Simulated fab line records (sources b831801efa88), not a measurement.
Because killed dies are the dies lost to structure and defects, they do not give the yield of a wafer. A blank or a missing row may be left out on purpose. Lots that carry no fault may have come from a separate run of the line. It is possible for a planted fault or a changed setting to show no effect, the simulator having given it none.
A lot that was struck, set against a sound lot -- flow sky130 -- 28 out of 708 route steps
Sound: wafers L424.2, L424.4, L424.6. Struck: wafers L433.2, L433.4, L433.5. The cause comes at the end.
At each step with rows: each side's tool, then ch and its chambers, then its first start. Under that, the readings that differ: sound wafers -- struck wafers -- difference of the means -- sigmas: that difference in standard deviations of wafers without a fault.
alike: readings with means less than 2 such deviations apart, plus words and numbers identical on both sides. not compared: withheld readings, readings lacking a value on some wafer, bounds such as >300 that could conceal the same value, and numbers that have no deviation in the record and whose values overlap.
Wherever a step has rows on one side only, a row that says differs or no value, or a row with sigmas, the two part there. When numbers do not overlap yet have no deviation, they are printed without sigmas and do not part them. Lack of a reading on every wafer of one side parts them only where that side has two or more wafers.

first, 5 steps without rows for these wafers: SKY_SONOS_ONO_COAT_08 (resist thk 1140 nm); SKY_SONOS_ONO_SOFTBAKE_09 (time 60 s); SKY_SONOS_ONO_EXPOSE_10 (exposes mask ONOM, target cd 410 nm); SKY_SONOS_ONO_PEB_11; SKY_SONOS_ONO_DEVELOP_12 (develop time 60 s).
SKY_SONOS_ONO_CD_MEAS_13: the cd target is 410 nm.
  sound on cdSem-02 at day 13 01:56; struck on cdSem-01 at day 16 01:47
reading,sound,struck,difference,sigmas
cdNm (nm),411.8 410.3 409.9,406.7 405.5 404.3,-5.2,-2
SKY_SONOS_ONO_OVL_MEAS_14:
  sound on overlay-02 at day 13 02:02; struck on overlay-01 at day 16 01:53
  alike: SONOS_ONO_OVL
SKY_SONOS_ONO_ETCH_15: etches the open film in CHF3/O2, target depth 19.52 nm, time 7.8 s.
  sound on rieDiel-04 ch 0,1,3, day 13 02:04; struck on rieDiel-01 ch 0,2,3, day 16 01:55
  alike: drypumpMotorCurrentA, oesProductAu, throttleValvePct
  not compared: rfHoursCounterH
then, 1 step without rows for these wafers: SKY_SONOS_ONO_WET_ETCH_16 (etches SiO2 in dHF, target depth 14 nm, time 280 s).
SKY_SONOS_ONO_STRIP_17: strips in O2/N2.
  sound on plasmaAsher-03 ch 0,1, day 13 02:11; struck on plasmaAsher-04 ch 0,1, day 16 02:02
  alike: drypumpMotorCurrentA, o2FlowSccm, oesProductAu, stripTimeToEndpointS
  not compared: rfHoursCounterH
then, 2 steps without rows for these wafers: SKY_SONOS_ONO_WET_ETCH_18 (etches Si3N4 in H3PO4, target depth 15 nm, time 172 s); SKY_GATE_OXIDE_CLEAN_00 (cleans in SC1/SC2, time 150 s).
SKY_GATE_OXIDE_OXIDATION_01: stabilise 600 s, purge 300 s, target thk 10.268 nm.
  sound on furnace-01 ch 0, day 13 03:30; struck on furnace-02 ch 0, day 16 02:43
reading,sound,struck,difference,sigmas
model.SiO2_of_GATE_OXIDE_OXIDATION_01.thkNm (nm),10.5 10.59 10.57,12.02 12.01 12.01,+1.46,
  alike: tube_center_temp_C_max
SKY_GATE_OXIDE_THK_MEAS_02:
  sound on filmMetro-02 at day 13 04:59; struck on filmMetro-01 at day 16 04:21
reading,sound,struck,difference,sigmas
GATE_OXIDE_OXIDATION_00_THK (nm),10.49 10.61 10.59,12.02 12.01 11.97,+1.44,+8
  not compared: hold
then, 6 steps without rows for these wafers: SKY_GATE_OXIDE_HMDS_04 (prime time 60 s); SKY_GATE_OXIDE_COAT_05 (resist thk 1140 nm); SKY_GATE_OXIDE_SOFTBAKE_06 (time 57.34 s); SKY_GATE_OXIDE_EXPOSE_07 (exposes mask LVOM, target cd 600 nm); SKY_GATE_OXIDE_PEB_08; SKY_GATE_OXIDE_DEVELOP_09 (develop time 60 s).
SKY_GATE_OXIDE_OVL_MEAS_10:
  sound on overlay-02 at day 14 06:34; struck on overlay-01 at day 17 08:14
  alike: GATE_OXIDE_OVL
then, 2 steps without rows for these wafers: SKY_GATE_OXIDE_IMPLANT_11; SKY_GATE_OXIDE_WET_ETCH_12 (etches SiO2 in dHF, target depth 16.8 nm, time 336 s).
SKY_GATE_OXIDE_STRIP_13: strips in O2/N2.
  sound on plasmaAsher-02 ch 0,1, day 14 06:50; struck on plasmaAsher-01 ch 0,1, day 17 08:31
  alike: drypumpMotorCurrentA, o2FlowSccm, oesProductAu, stripTimeToEndpointS
  not compared: rfHoursCounterH
SKY_GATE_OXIDE_TW_MEAS_14:
  sound on filmMetro-01 at day 14 06:57; struck on filmMetro-04 at day 17 08:51
  alike: GATE_OXIDE_TW
  not compared: hold
SKY_GATE_OXIDE_OXIDATION_16: stabilise 600 s, purge 300 s, target thk 3.57 nm.
  sound on furnace-01 ch 0, day 14 08:08; struck on furnace-02 ch 0, day 17 12:38
reading,sound,struck,difference,sigmas
model.SiO2_of_GATE_OXIDE_OXIDATION_01.thkNm (nm),11.83 11.91 11.88,13.21 13.23 13.24,+1.35,
  alike: tube_center_temp_C_max
then, 1 step without rows for these wafers: SKY_POLY_GATE_CVD_00 (deposits poly-Si, target thk 180 nm, time 720 s).
-- the record jumps here: 31 days lie between the struck wafers' starts before and after (it left off in module POLY_GATE and takes up again in module PAD_OPEN, whose first step shown is number 708 of the route) --
SKY_PAD_OPEN_PROBE_99:
  sound on prober-02 at day 46 04:02; struck on prober-01 at day 48 03:07
reading,sound,struck,difference,sigmas
model.etest.nfet_16v.rOnOhmUm,1.422e+04 1.425e+04 1.427e+04,1.493e+04 1.495e+04 1.496e+04,+7.000e+02,
model.etest.pfet_16v.rOnOhmUm,1.5e+04 1.532e+04 1.532e+04,1.621e+04 1.584e+04 1.582e+04,+7.433e+02,
model.etest.tipSonos.rsOhmSq,2710 2723 2737,3064 3063 3101,+353,
model.etest.pfetG5v0d10v5.rOnOhmUm,4856 4806 4860,4966 5032 4928,+135,
model.etest.nfetG5v0d10v5.rOnOhmUm,1892 1904 1915,1997 2016 1997,+100,
model.etest.nfetG5v0d10v5.driveUaUm,601.3 601 593.5,533.1 532.8 532.7,-65.7,
model.etest.nfet_05v0_nvt.driveUaUm,573.4 567.7 568.6,516.7 514.5 519.2,-53.1,
model.etest.pfetG5v0d10v5.driveUaUm,336.5 335.4 332.7,314.3 313.5 317.9,-19.6,
  alike: killed_at_M0_to_M3, killed_at_M4_up, killedAtContacts, killedAtFrontEnd, killedAtOther, killedDies, killedOpen, killedShort

== WHERE THEY PART ==
Last at SKY_GATE_OXIDE_THK_MEAS_02 as far as this record goes, first at SKY_SONOS_ONO_CD_MEAS_13. Later steps at which nothing parts them and some readings are alike: SKY_GATE_OXIDE_OVL_MEAS_10, SKY_GATE_OXIDE_STRIP_13, SKY_GATE_OXIDE_TW_MEAS_14, SKY_GATE_OXIDE_OXIDATION_16, SKY_PAD_OPEN_PROBE_99.

WHY: what the simulator had put in
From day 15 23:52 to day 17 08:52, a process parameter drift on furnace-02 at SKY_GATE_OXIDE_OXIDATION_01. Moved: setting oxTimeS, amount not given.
